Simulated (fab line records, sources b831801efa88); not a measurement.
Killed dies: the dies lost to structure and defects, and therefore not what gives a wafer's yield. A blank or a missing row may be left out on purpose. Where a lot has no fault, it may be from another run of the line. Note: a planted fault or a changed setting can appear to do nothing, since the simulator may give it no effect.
Chamber matching :: flow sky130 :: SKY_CAP2M_CVD_00 on pecvd-03: 3 sister chambers
The step deposits SiO2, target thk 15.5 nm. 3 wafers are shown with their chamber, then 10 later ones without.

## WAFERS WITH THEIR CHAMBER
wafer: L086.1
chamber: 1
heaterPowerW (W): 665

wafer: L093.1
chamber: 0
heaterPowerW (W): 559

wafer: L093.2
chamber: 2
heaterPowerW (W): 735

## WAFERS MISSING THEIR CHAMBER
wafer: L093.4
heaterPowerW (W): 584

wafer: L095.1
heaterPowerW (W): 488

wafer: L095.2
heaterPowerW (W): 702

wafer: L095.3
heaterPowerW (W): 737

wafer: L096.1
heaterPowerW (W): 760

wafer: L096.2
heaterPowerW (W): 484

wafer: L096.3
heaterPowerW (W): 682

wafer: L096.4
heaterPowerW (W): 652

wafer: L096.5
heaterPowerW (W): 481

wafer: L096.6
heaterPowerW (W): 749

## THE CHAMBER EACH PASSED THROUGH
wafer: L093.4
from the rows above: can't be placed: 0 or 1
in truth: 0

wafer: L095.1
from the rows above: 0
in truth: 0

wafer: L095.2
from the rows above: can't be placed: 2 or 1
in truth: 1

wafer: L095.3
from the rows above: can't be placed: 2 or 1
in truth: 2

wafer: L096.1
from the rows above: can't be placed: 2 or 1
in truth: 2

wafer: L096.2
from the rows above: 0
in truth: 0

wafer: L096.3
from the rows above: can't be placed: 1 or 2
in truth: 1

wafer: L096.4
from the rows above: can't be placed: 1 or 2 or 0
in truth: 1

wafer: L096.5
from the rows above: 0
in truth: 0

wafer: L096.6
from the rows above: can't be placed: 2 or 1
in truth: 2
Correct placement for 3 of the 10. Unplaceable from these rows: 7, with the true chamber sitting among the candidates in 7. 0 placed wrongly.
How it was worked out, from the rows above alone: a wafer's distance from a chamber is the root of the sum, over the readings, of the square of ((its reading less the chamber's mean) divided by the reading's scatter). If the next closest chamber is less than 2 further off than the closest, the wafer can't be placed; otherwise it belongs to the closest. For every chamber, the mean is computed from those of its wafers that are shown. The scatter: root of mean squared gap, hidden wafer to nearest shown wafer, with one shown wafer a chamber.
